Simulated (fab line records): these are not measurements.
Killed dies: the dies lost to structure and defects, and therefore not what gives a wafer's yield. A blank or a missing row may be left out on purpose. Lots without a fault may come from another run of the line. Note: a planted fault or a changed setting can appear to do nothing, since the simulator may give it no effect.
2 desks, one fault | flow sky130 | every desk sees just its own numbers, and what lay behind them comes last

## AT THE METROLOGY DESK
What the gauges read for every lot (on any tool): the sampled wafers with a number, averaged. Marked OUT: a lot whose mean sits more than 4 standard deviations from the usual mean, which makes it out of limits; the brackets give that distance.
Columns: A = SD_P_OVL at SKY_SD_P_OVL_MEAS_08, usual -0.3 nm; B = LI_CONTACT_HDPCVD_THK at SKY_LI_CONTACT_THK_MEAS_01, usual 927 nm; C = LI_CONTACT_BOW at SKY_LI_CONTACT_BOW_MEAS_03, usual 56 um
lot  | first seen here | A    | B              | C
L645 | day 25 04:04    | -0.7 | 916            | 57
L647 | day 26 05:21    | 0.2  | 935            | 57
L648 | day 26 10:44    | -2.3 | 923            | 47
L652 | day 28 05:20    | -0.2 | 928            | 62
L653 | day 28 13:02    | -0.0 | 928            | 50
L655 | day 29 00:04    | -3.3 | 915            | 59
L657 | day 29 12:44    | 0.7  | 926            | 56
L656 | day 29 16:23    | -0.6 | 921            | 53
L668 | day 33 17:26    | -0.4 | 937            | 56
L667 | day 33 20:38    | -1.8 | 990 (+5.3) OUT | 62
L666 | day 33 22:02    | -0.1 | 986 (+4.9) OUT | 52
Finding of this desk: L666, L667 out of limits, first seen on L667 at day 36 02:41 (LI_CONTACT_HDPCVD_THK at SKY_LI_CONTACT_THK_MEAS_01). L645, L647, L648, L652, L653, L655, L657, L656, L668: within limits.

## TOOL OWNER'S DESK, hdpcvd-01
The tool's own readings at SKY_LI_CONTACT_HDPCVD_00 (deposits PSG, target thk 930 nm, time 155 s): means of the sampled wafers that have a number, for each lot that ran on this tool. Marked OUT: a lot whose mean sits more than 4 standard deviations from the usual mean, which makes it out of limits; the brackets give that distance.
Columns: A = sih4-flow-sccm at SKY_LI_CONTACT_HDPCVD_00, usual 60.04 sccm; B = susceptor-temp-C at SKY_LI_CONTACT_HDPCVD_00, usual 600.02 C
lot  | first seen here | A               | B
L647 | day 28 15:53    | 60.08           | 600.02
L655 | day 31 09:55    | 59.93           | 599.99
L668 | day 35 23:22    | 60.13           | 599.95
L667 | day 36 02:35    | 63.96 (+23) OUT | 599.97
L666 | day 36 03:38    | 64.09 (+24) OUT | 600.05
This desk's verdict: out of limits on L666, L667, starting with L667 at day 36 02:35 (sih4-flow-sccm at SKY_LI_CONTACT_HDPCVD_00). L647, L655, L668: within limits.

## ALL TOGETHER
The tool owner's desk could have raised an alarm at day 36 02:35, on L666, L667.
L666, L667 would have let the metrology desk raise an alarm at day 36 02:41.
The lots listed all ran SKY_LI_CONTACT_HDPCVD_00 on hdpcvd-01.

## WHAT THE SIMULATOR HAD INSERTED
hdpcvd-01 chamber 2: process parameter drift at SKY_LI_CONTACT_HDPCVD_00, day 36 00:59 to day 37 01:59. Setting sih4-flow-sccm, moved by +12, from 60. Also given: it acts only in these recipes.
Shown lots that were struck: L666, L667.
Fault start to first reading out of limits, in hours, per desk: tool owner, 2; metrology, 2.
